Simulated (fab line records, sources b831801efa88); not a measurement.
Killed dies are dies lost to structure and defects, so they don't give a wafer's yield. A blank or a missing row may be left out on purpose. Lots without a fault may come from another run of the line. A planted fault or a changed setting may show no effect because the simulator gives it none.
Which tool did it? | flow sky130 | 14 lots, 42 wafers sampled, at 5 steps of a route of 708

WHAT THE GAUGES READ, wafer by wafer
SKY_VT_ADJUST_HVTR_TW_MEAS_11.
lot  | measured     | on            | VT_ADJUST_HVTR_TW
L506 | day 9 14:54  | film_metro-03 | 213.9 213.7 212.9
L505 | day 9 15:12  | film_metro-02 | 211.9 211.0 212.3
L509 | day 10 09:20 | film_metro-04 | 211.9 211.4 212.5
L510 | day 10 19:58 | film_metro-02 | 210.9 211.9 211.3
L511 | day 11 10:04 | film_metro-04 | 210.1 210.1 210.2
L512 | day 11 15:45 | film_metro-03 | 213.5 214.5 214.2
L513 | day 11 22:10 | film_metro-04 | 210.4 210.3 211.2
L514 | day 12 05:52 | film_metro-03 | 213.8 214.2 213.5
L515 | day 12 10:10 | film_metro-02 | 211.6 211.6 212.6
L516 | day 12 22:00 | film_metro-04 | 211.4 211.9 211.5
L517 | day 13 06:00 | film_metro-03 | 215.1 213.4 213.1
L518 | day 13 18:07 | film_metro-04 | 211.3 211.4 211.3
L519 | day 13 18:23 | film_metro-04 | 210.4 210.3 209.7
L520 | day 14 09:30 | film_metro-04 | 212.9 212.4 213.3

SKY_POLY_GATE_THK_MEAS_01.
lot  | measured     | on            | POLY_GATE_CVD_00_THK (nm)
L506 | day 14 05:17 | film_metro-01 | 182.2 182.9 183.7
L505 | day 14 01:10 | film_metro-04 | 179.4 180.4 180.2
L509 | day 15 00:45 | film_metro-02 | 181.1 182.7 180.9
L510 | day 15 19:53 | film_metro-04 | 178.8 178.9 180.1
L511 | day 16 05:36 | film_metro-04 | 180.1 177.9 179.9
L512 | day 16 17:47 | film_metro-01 | 178.7 179.4 177.7
L513 | day 16 22:13 | film_metro-04 | 183.2 183.0 182.2
L514 | day 17 07:04 | film_metro-02 | 180.0 180.3 179.7
L515 | day 17 12:42 | film_metro-04 | 179.6 179.8 178.9
L516 | day 17 20:26 | film_metro-01 | 179.8 179.1 179.2
L517 | day 18 06:27 | film_metro-04 | 182.6 181.2 181.0
L518 | day 18 17:49 | film_metro-01 | 179.5 178.9 178.9
L519 | day 18 20:45 | film_metro-02 | 234.5 235.7 235.6 234.5 235.6 235.5
L520 | day 19 21:53 | film_metro-04 | 233.9 234.5 234.9 233.9 234.6 235.0

WHICH TOOL RAN EACH LOT (tool, then ch and the chambers of the sampled wafers, then the start)
lot  | SKY_FIELD_ISO_STRIP_16              | SKY_VT_ADJUST_LVTN_STRIP_09          | SKY_POLY_GATE_CVD_00
L506 | plasma_asher-02 ch 0,1, day 2 10:35 | plasma_asher-04 ch 0, day 7 00:47    | lpcvd-01 ch 1, day 14 04:05
L505 | plasma_asher-01 ch 0,1, day 2 10:43 | plasma_asher-02 ch 0,1, day 7 00:56  | lpcvd-01 ch 1, day 13 23:58
L509 | plasma_asher-01 ch 0,1, day 3 00:20 | plasma_asher-04 ch 0,1, day 7 18:11  | lpcvd-01 ch 0, day 14 23:32
L510 | plasma_asher-03 ch 0,1, day 3 05:13 | plasma_asher-04 ch 0,1, day 8 00:32  | lpcvd-01 ch 1, day 15 18:40
L511 | plasma_asher-02 ch 0,1, day 3 13:17 | plasma_asher-04 ch 0,1, day 8 16:47  | lpcvd-01 ch 1, day 16 04:23
L512 | plasma_asher-02 ch 0,1, day 3 20:01 | plasma_asher-02 ch 0,1, day 8 20:44  | lpcvd-01 ch 0, day 16 16:35
L513 | plasma_asher-03 ch 0,1, day 4 02:22 | plasma_asher-02 ch 0, day 9 03:41    | lpcvd-01 ch 0, day 16 21:01
L514 | plasma_asher-03 ch 0,1, day 4 06:55 | plasma_asher-04 ch 0,1, day 9 09:46  | lpcvd-01 ch 0, day 17 05:50
L515 | plasma_asher-02 ch 0, day 4 09:13   | plasma_asher-02 ch 0,1, day 9 12:44  | lpcvd-01 ch 0, day 17 11:30
L516 | plasma_asher-01 ch 1, day 4 15:52   | plasma_asher-01 ch 0,1, day 9 22:14  | lpcvd-01 ch 1, day 17 19:14
L517 | plasma_asher-03 ch 0, day 4 21:07   | plasma_asher-02 ch 0,1, day 10 05:02 | lpcvd-01 ch 1, day 18 05:15
L518 | plasma_asher-02 ch 0, day 5 03:52   | plasma_asher-01 ch 0,1, day 10 15:26 | lpcvd-01 ch 0, day 18 16:36
L519 | plasma_asher-02 ch 0,1, day 5 06:16 | plasma_asher-02 ch 0,1, day 10 15:49 | lpcvd-01 ch 1, day 18 19:32
L520 | plasma_asher-02 ch 0,1, day 5 14:52 | plasma_asher-04 ch 0,1, day 11 05:02 | lpcvd-01 ch 1, day 19 20:41
- SKY_FIELD_ISO_STRIP_16: strips in O2/N2.
- SKY_VT_ADJUST_LVTN_STRIP_09: strips in O2/N2.
- SKY_POLY_GATE_CVD_00: deposits poly-Si, target thk 180 nm, time 720 s.

WHAT THE TOOLS THEMSELVES READ (means of the sampled wafers that have a number; where no wafer has one, the mark that the record gives instead)
SKY_FIELD_ISO_STRIP_16.
lot  | tool            | drypump_motor_current_A (A) | n2_flow_sccm (sccm) | oes_product_au (a.u.) | strip_time_to_endpoint_s (s)
L506 | plasma_asher-02 | 5.8                         | 299.5               | 0.385                 | 3.63
L505 | plasma_asher-01 | 6.2                         | 299.0               | 0.376                 | 3.52
L509 | plasma_asher-01 | 6.4                         | 299.9               | 0.375                 | 3.55
L510 | plasma_asher-03 | 5.7                         | 299.8               | 0.381                 | 3.54
L511 | plasma_asher-02 | 5.9                         | 299.4               | 0.376                 | 3.54
L512 | plasma_asher-02 | 5.7                         | 299.5               | 0.376                 | 3.50
L513 | plasma_asher-03 | 5.7                         | 299.8               | 0.383                 | 3.56
L514 | plasma_asher-03 | 5.9                         | 301.1               | 0.375                 | 3.57
L515 | plasma_asher-02 | 6.1                         | 298.7               | 0.374                 | 3.50
L516 | plasma_asher-01 | 5.9                         | 299.8               | 0.375                 | 3.50
L517 | plasma_asher-03 | 5.6                         | 300.5               | 0.386                 | 3.59
L518 | plasma_asher-02 | 6.1                         | 297.7               | 0.380                 | 3.53
L519 | plasma_asher-02 | 6.0                         | 300.7               | 0.371                 | 3.52
L520 | plasma_asher-02 | 5.9                         | 300.0               | 0.377                 | 3.51

SKY_VT_ADJUST_LVTN_STRIP_09.
lot  | tool            | drypump_motor_current_A (A) | n2_flow_sccm (sccm) | oes_product_au (a.u.) | strip_time_to_endpoint_s (s)
L506 | plasma_asher-04 | 5.4                         | 299.2               | 0.721                 | 36.90
L505 | plasma_asher-02 | 5.8                         | 299.5               | 0.725                 | 36.76
L509 | plasma_asher-04 | 6.0                         | 299.6               | 0.721                 | 36.89
L510 | plasma_asher-04 | 6.0                         | 300.5               | 0.721                 | 36.72
L511 | plasma_asher-04 | 6.0                         | 298.9               | 0.721                 | 37.05
L512 | plasma_asher-02 | 5.9                         | 299.4               | 0.723                 | 36.92
L513 | plasma_asher-02 | 6.1                         | 299.8               | 0.725                 | 36.86
L514 | plasma_asher-04 | 6.0                         | 300.0               | 0.718                 | 36.88
L515 | plasma_asher-02 | 5.9                         | 300.7               | 0.724                 | 37.12
L516 | plasma_asher-01 | 6.2                         | 299.4               | 0.719                 | 37.00
L517 | plasma_asher-02 | 5.8                         | 300.2               | 0.724                 | 36.80
L518 | plasma_asher-01 | 6.2                         | 300.4               | 0.717                 | 36.95
L519 | plasma_asher-02 | 5.9                         | 299.5               | 0.722                 | 36.81
L520 | plasma_asher-04 | 5.7                         | 300.2               | 0.723                 | 36.79

THE ANSWER, worked out from the rows above alone
Rule: what is usual is taken from the lots themselves. Put in order of their means at a reading, lots are off if they are a third of the lots or fewer, leave a main group of 4 or more, and stand apart from it by a gap of 3 or more times the standard deviation of the main group's means; of several such gaps the widest counts. A main group whose means are all the same, to the digits that the tables above print for the reading, isn't used. A lot without any number at a reading at which 4 lots or more have one is off too. The other lots that the step has rows for count as sound. The gauges are gone through in route order, then the tools' own readings, and for those a lot's mean is taken as printed above. The first step at which some lot is off is used, and at that step the reading that is off furthest; a lot without a number counts as furthest.
Off: L519, L520, at SKY_POLY_GATE_THK_MEAS_01 (POLY_GATE_CVD_00_THK). The main group: mean 180.3 nm, standard deviation 1.4.
A tool fits if, at a process step before that reading, it ran every lot that is off, and no sound lot after the first of them. The gauges at SKY_POLY_GATE_THK_MEAS_01 are tried like those tools. Can't be told from this: 2 tools fit, plasma_asher-02 at SKY_FIELD_ISO_STRIP_16, lpcvd-01 at SKY_POLY_GATE_CVD_00.

WHAT THE SIMULATOR HAD PUT IN
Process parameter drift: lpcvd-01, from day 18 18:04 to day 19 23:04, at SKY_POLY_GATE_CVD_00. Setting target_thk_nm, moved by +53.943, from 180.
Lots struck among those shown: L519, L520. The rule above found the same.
